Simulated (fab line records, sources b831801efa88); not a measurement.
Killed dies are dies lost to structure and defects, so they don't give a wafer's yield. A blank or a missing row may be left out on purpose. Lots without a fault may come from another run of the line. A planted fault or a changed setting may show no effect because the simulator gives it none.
Which tool did it? | flow gf180mcu | 14 lots, 42 wafers sampled, at 5 steps of a route of 602

WHAT THE GAUGES READ, wafer by wafer
GF_VT_IMPLANT_TW_MEAS_43.
lot  | measured     | on            | VT_IMPLANT_4_TW
L872 | day 7 21:57  | film_metro-02 | 698 693 702
L873 | day 8 02:02  | film_metro-02 | 699 696 697
L875 | day 8 11:35  | film_metro-01 | 695 695 696
L877 | day 9 03:56  | film_metro-01 | 689 691 691
L878 | day 9 08:46  | film_metro-01 | 690 693 690
L879 | day 9 16:05  | film_metro-01 | 688 691 694
L880 | day 10 01:38 | film_metro-01 | 693 696 694
L881 | day 10 09:17 | film_metro-02 | 699 700 702
L882 | day 10 15:50 | film_metro-01 | 696 692 693
L884 | day 11 10:49 | film_metro-02 | 699 699 691
L889 | day 12 22:41 | film_metro-04 | 615 618 618
L891 | day 13 10:26 | film_metro-01 | 622 620 623
L892 | day 13 13:37 | film_metro-02 | 692 691 692
L894 | day 13 23:35 | film_metro-01 | 697 695 698

GF_VT_IMPLANT_RS_MEAS_47: measures by four-point-probe.
lot  | measured     | on            | NWELL_RS (ohm/sq)
L872 | day 7 22:17  | film_metro-03 | 484.0 485.5 484.2
L873 | day 8 02:22  | film_metro-04 | 483.0 483.4 483.0
L875 | day 8 11:56  | film_metro-03 | 487.2 485.7 485.0
L877 | day 9 04:16  | film_metro-03 | 486.7 485.4 486.5
L878 | day 9 09:06  | film_metro-03 | 484.4 484.9 484.6
L879 | day 9 16:25  | film_metro-02 | 482.7 482.1 482.5
L880 | day 10 01:59 | film_metro-04 | 483.2 483.4 483.4
L881 | day 10 09:37 | film_metro-03 | 485.5 485.1 485.6
L882 | day 10 16:10 | film_metro-02 | 484.8 486.2 486.2
L884 | day 11 11:10 | film_metro-02 | 482.8 483.5 482.8
L889 | day 12 23:08 | film_metro-04 | 483.2 482.8 483.4
L891 | day 13 10:46 | film_metro-04 | 482.3 483.3 483.4
L892 | day 13 13:58 | film_metro-03 | 485.3 486.6 487.1
L894 | day 13 23:55 | film_metro-03 | 482.9 481.0 483.1

GF_DUAL_GATE_OVL_MEAS_11.
lot  | measured     | on         | DUAL_GATE_OVL (nm)
L872 | day 8 16:47  | overlay-02 | -1.3 0.0 -0.4
L873 | day 8 21:01  | overlay-02 | -0.6 -1.4 -3.0
L875 | day 9 07:24  | overlay-01 | -2.6 -1.3 -1.1
L877 | day 9 23:29  | overlay-01 | -0.2 -2.5 -1.3
L878 | day 10 04:47 | overlay-01 | -1.7 -0.5 0.3
L879 | day 10 12:07 | overlay-01 | -0.3 0.0 -0.3
L880 | day 10 21:08 | overlay-02 | 0.0 -1.6 -1.1
L881 | day 11 05:36 | overlay-01 | 0.7 0.2 -1.3
L882 | day 11 11:49 | overlay-01 | 1.1 0.5 1.7
L884 | day 12 07:50 | overlay-02 | -4.7 -4.0 -3.4
L889 | day 13 22:00 | overlay-01 | 1.4 1.1 3.0
L891 | day 14 08:41 | overlay-02 | -0.9 -1.9 0.6
L892 | day 14 13:59 | overlay-02 | -1.2 -1.4 -3.3
L894 | day 15 00:04 | overlay-02 | -1.3 -2.0 -2.1

WHICH TOOL RAN EACH LOT (tool, then ch and the chambers of the sampled wafers, then the start)
lot  | GF_VT_IMPLANT_IMPLANT_41        | GF_VT_IMPLANT_RTA_45
L872 | implanter-04 ch 0, day 7 21:43  | rtp_anneal-01 ch 0, day 7 22:04
L873 | implanter-03 ch 0, day 8 01:47  | rtp_anneal-01 ch 0, day 8 02:09
L875 | implanter-04 ch 0, day 8 11:22  | rtp_anneal-01 ch 0, day 8 11:43
L877 | implanter-04 ch 0, day 9 03:41  | rtp_anneal-01 ch 0, day 9 04:03
L878 | implanter-03 ch 0, day 9 08:31  | rtp_anneal-02 ch 0, day 9 08:53
L879 | implanter-04 ch 0, day 9 15:50  | rtp_anneal-01 ch 0, day 9 16:12
L880 | implanter-01 ch 0, day 10 01:25 | rtp_anneal-01 ch 0, day 10 01:46
L881 | implanter-03 ch 0, day 10 09:03 | rtp_anneal-01 ch 0, day 10 09:24
L882 | implanter-01 ch 0, day 10 15:35 | rtp_anneal-01 ch 0, day 10 15:57
L884 | implanter-03 ch 0, day 11 10:34 | rtp_anneal-02 ch 0, day 11 10:56
L889 | implanter-04 ch 0, day 12 22:27 | rtp_anneal-01 ch 0, day 12 22:49
L891 | implanter-04 ch 0, day 13 10:11 | rtp_anneal-02 ch 0, day 13 10:33
L892 | implanter-01 ch 0, day 13 13:24 | rtp_anneal-02 ch 0, day 13 13:44
L894 | implanter-03 ch 0, day 13 23:20 | rtp_anneal-02 ch 0, day 13 23:41
- GF_VT_IMPLANT_IMPLANT_41
- GF_VT_IMPLANT_RTA_45: time 30 s.

WHAT THE TOOLS THEMSELVES READ (means of the sampled wafers that have a number; where no wafer has one, the mark that the record gives instead)
GF_VT_IMPLANT_IMPLANT_41.
lot  | tool         | dose_ions_cm2 | tilt_deg (degrees)
L872 | implanter-04 | 1.0126e+12    | 7.003
L873 | implanter-03 | 1.0136e+12    | 7.025
L875 | implanter-04 | 1.0141e+12    | 7.009
L877 | implanter-04 | 1.0132e+12    | 6.997
L878 | implanter-03 | 1.0123e+12    | 6.999
L879 | implanter-04 | 1.0132e+12    | 7.007
L880 | implanter-01 | 1.0124e+12    | 7.011
L881 | implanter-03 | 1.0136e+12    | 6.971
L882 | implanter-01 | 1.0125e+12    | 7.034
L884 | implanter-03 | 1.0124e+12    | 6.993
L889 | implanter-04 | 1.0137e+12    | -0.008
L891 | implanter-04 | 1.0129e+12    | -0.011
L892 | implanter-01 | 1.0129e+12    | 7.002
L894 | implanter-03 | 1.0129e+12    | 6.982

GF_VT_IMPLANT_RTA_45.
lot  | tool          | lamp_power_pct (%) | wafer_temp_C_max
L872 | rtp_anneal-01 | 34.8               | 1052.7
L873 | rtp_anneal-01 | 34.9               | 1052.7
L875 | rtp_anneal-01 | 34.8               | 1052.8
L877 | rtp_anneal-01 | 34.8               | 1053.3
L878 | rtp_anneal-02 | 29.5               | 1055.6
L879 | rtp_anneal-01 | 34.9               | 1052.8
L880 | rtp_anneal-01 | 34.9               | 1053.5
L881 | rtp_anneal-01 | 34.8               | 1052.7
L882 | rtp_anneal-01 | 34.8               | 1053.3
L884 | rtp_anneal-02 | 29.5               | 1055.4
L889 | rtp_anneal-01 | 34.8               | 1052.9
L891 | rtp_anneal-02 | 29.5               | 1055.2
L892 | rtp_anneal-02 | 29.5               | 1055.0
L894 | rtp_anneal-02 | 29.5               | 1054.7

THE ANSWER, worked out from the rows above alone
Rule: what is usual is taken from the lots themselves. Put in order of their means at a reading, lots are off if they are a third of the lots or fewer, leave a main group of 4 or more, and stand apart from it by a gap of 3 or more times the standard deviation of the main group's means; of several such gaps the widest counts. A main group whose means are all the same, to the digits that the tables above print for the reading, isn't used. A lot without any number at a reading at which 4 lots or more have one is off too. The other lots that the step has rows for count as sound. The gauges are gone through in route order, then the tools' own readings, and for those a lot's mean is taken as printed above. The first step at which some lot is off is used, and at that step the reading that is off furthest; a lot without a number counts as furthest.
Off: L889, L891, at GF_VT_IMPLANT_TW_MEAS_43 (VT_IMPLANT_4_TW). The main group: mean 695, standard deviation 3.
A tool fits if, at a process step before that reading, it ran every lot that is off, and no sound lot after the first of them. The gauges at GF_VT_IMPLANT_TW_MEAS_43 aren't tried: what is off there is off at GF_VT_IMPLANT_IMPLANT_41 too, on other tools, and a gauge's error can't cause that. One fits: implanter-04 at GF_VT_IMPLANT_IMPLANT_41. Its last sound lot is L879 (day 9 15:50), its first lot that is off L889 (day 12 22:27): a fault that began between those two fits.
The tool's own readings at GF_VT_IMPLANT_IMPLANT_41 bear it out: on the lots that are off they differ by more than 5 times the standard deviation of the sound lots' means. tilt_deg reads -0.009 degrees there against 7.003 degrees on the sound lots.

WHAT THE SIMULATOR HAD PUT IN
Process parameter drift: implanter-04, from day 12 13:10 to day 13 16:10, at GF_VT_IMPLANT_IMPLANT_41. Setting tilt_deg, moved by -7, from 7. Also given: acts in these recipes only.
Lots struck among those shown: L889, L891. The rule above found the same.
